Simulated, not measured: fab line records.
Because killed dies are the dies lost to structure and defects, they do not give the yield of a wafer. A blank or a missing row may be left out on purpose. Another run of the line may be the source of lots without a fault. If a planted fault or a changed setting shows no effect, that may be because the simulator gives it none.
What tool caused it?    flow sky130    12 lots, 36 wafers sampled, at 2 steps of a route of 708

== WHAT THE GAUGES READ, wafer by wafer ==
SKY_VT_ADJUST_HVTP_CD_MEAS_07: target cd 380 nm.
lot   measured      on         cd-nm (nm)
L075  day 6 05:28   cd-sem-02  378.3 380.2 380.6
L077  day 6 17:59   cd-sem-02  379.3 378.1 376.2
L079  day 7 10:55   cd-sem-02  380.9 379.7 383.9
L082  day 8 03:19   cd-sem-02  380.8 380.5 377.9
L083  day 8 09:11   cd-sem-02  376.9 378.0 377.2
L085  day 8 20:26   cd-sem-01  377.8 380.9 380.2
L087  day 9 23:55   cd-sem-02  380.1 382.6 381.3
L089  day 10 06:52  cd-sem-02  381.1 381.1 381.3
L091  day 10 15:01  cd-sem-02  377.2 378.3 377.2
L093  day 10 23:47  cd-sem-01  378.0 377.5 378.4
L095  day 11 14:56  cd-sem-02  382.3 383.5 381.9
L097  day 12 04:10  cd-sem-01  378.6 379.3 378.7

== WHICH TOOL RAN EACH LOT (tool, then ch and the chambers of the sampled wafers, then the start) ==
lot   SKY_FIELD_ISO_CMP_27
L075  cmp-01 ch 1,3, day 2 14:35
L077  cmp-01 ch 0,2,3, day 3 02:18
L079  cmp-01 ch 0,1,3, day 3 12:48
L082  cmp-02 ch 0,2,3, day 4 03:26
L083  cmp-01 ch 0,2,3, day 4 09:13
L085  cmp-02 ch 1,2,3, day 4 17:40
L087  cmp-02 ch 1,2, day 5 13:57
L089  cmp-02 ch 0,1,3, day 5 20:46
L091  cmp-02 ch 0,3, day 6 02:23
L093  cmp-01 ch 0,1,3, day 6 11:24
L095  cmp-02 ch 0,1,3, day 6 23:08
L097  cmp-01 ch 0,2,3, day 7 10:02
- SKY_FIELD_ISO_CMP_27: polishes, stops on Si3N4, t overpolish 16 s, target thk 457.8 nm.

== THE ANSWER, worked out from the rows above alone ==
Rule: the usual values come from the lots themselves. The widest of any qualifying gaps counts: lots, ordered by their means at a reading, are off when they make up no more than a third of the lots, leave a main group of 4 or more, and stand apart from it by 3 or more times the standard deviation of that group's means. If all means in a main group match to the digits the tables above print for the reading, that group is not used. A lot without any number at a reading at which 4 lots or more have one is off too. All remaining lots with rows at the step are treated as sound.
No lot is off on any of the readings shown, so nothing can be concluded from this.

== WHAT THE SIMULATOR HAD INSERTED ==
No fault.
